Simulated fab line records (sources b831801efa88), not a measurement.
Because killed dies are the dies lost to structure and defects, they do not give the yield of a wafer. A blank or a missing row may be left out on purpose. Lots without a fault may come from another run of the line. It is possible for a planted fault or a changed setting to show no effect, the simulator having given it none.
Struck lot and sound lot, side by side || flow sky130 || 14 steps out of a route of 708
Sound: the wafers L131.1, L131.2, L131.5. The struck wafers were L136.1, L136.3, L136.6. The cause is given at the end.
Each step with rows lists, per side, the tool, then ch with its chambers, then its first start. Under that, the readings that differ: sound wafers || struck wafers || difference of the means || sigmas: that difference in standard deviations of wafers without a fault.
alike: readings with means less than 2 such deviations apart, plus words and numbers identical on both sides. not compared: withheld readings, readings lacking a value on some wafer, bounds such as >300 that could conceal the same value, and numbers that have no deviation in the record and whose values overlap.
Wherever a step has rows on one side only, a row that says differs or no value, or a row with sigmas, the two part there. Numbers that don't overlap but have no deviation are shown without sigmas and don't part them. A reading that every wafer of one side lacks parts them only if that side has two wafers or more.

SKY_METAL3_SPUTTER_04: material TiN, target thk 70 nm, time 58.3 s.
  struck on pvd sputter-01, day 39 20:10; sound on pvd sputter-02, day 38 07:51
  alike: throttle valve pct
SKY_CAPM_CVD_00: deposits SiO2, target thk 15.5 nm.
  sound on pecvd-03 ch 0,1,2, day 38 07:54; struck on pecvd-02 ch 0,1, day 39 20:13
  alike: heater power w
SKY_CAPM_THK_MEAS_01:
  struck on film metro-01, day 39 20:14; sound on film metro-01, day 38 07:55
  alike: CAPM_CVD_00_THK
SKY_CAPM_SPUTTER_02: material TiN, target thk 200 nm, time 166.7 s.
  struck on pvd sputter-02, day 39 20:17; sound on pvd sputter-04, day 38 07:59
  alike: throttle valve pct
SKY_CAPM_RS_MEAS_03: uses a four-point probe to measure.
  struck on film metro-02, day 39 20:24; sound on film metro-02, day 38 08:05
  alike: CAPM_TIN_RS
SKY_CAPM_THK_MEAS_04: measures by xrf.
  struck on film metro-02, day 39 20:31; sound on film metro-02, day 38 08:13
  alike: CAPM_TIN_THK
then, 6 steps without rows for these wafers: SKY_CAPM_DEHYDRATE_05 (time 60 s); SKY_CAPM_HMDS_06 (prime time 60 s); SKY_CAPM_COAT_07 (resist thk 1140 nm); SKY_CAPM_SOFTBAKE_08 (time 60 s); SKY_CAPM_EXPOSE_09 (exposes mask CAPM, target cd 1000 nm); SKY_CAPM_PEB_10.
SKY_CAPM_DEVELOP_11: develop time 60 s.
  struck on litho track-02, day 40 20:35; sound on litho track-02 ch 0, day 39 08:47
  no value came back on the struck wafers for chill plate temp C (C), develop time s (s); on the sound wafers chill plate temp C (C) reads 23.08 23.03 23.03
SKY_CAPM_OVL_MEAS_12:
  struck on overlay-01, day 40 20:44; sound on overlay-01, day 39 08:56
{"reading": "CAPM_OVL (nm)", "sound": "1.7 2.2 1.9", "struck": "- - -", "difference": "no value on the struck wafers", "sigmas": ""}

## WHERE THEY PART
At SKY_CAPM_DEVELOP_11 first; at SKY_CAPM_OVL_MEAS_12 last (within this record only).

WHY: what had been put in by the simulator
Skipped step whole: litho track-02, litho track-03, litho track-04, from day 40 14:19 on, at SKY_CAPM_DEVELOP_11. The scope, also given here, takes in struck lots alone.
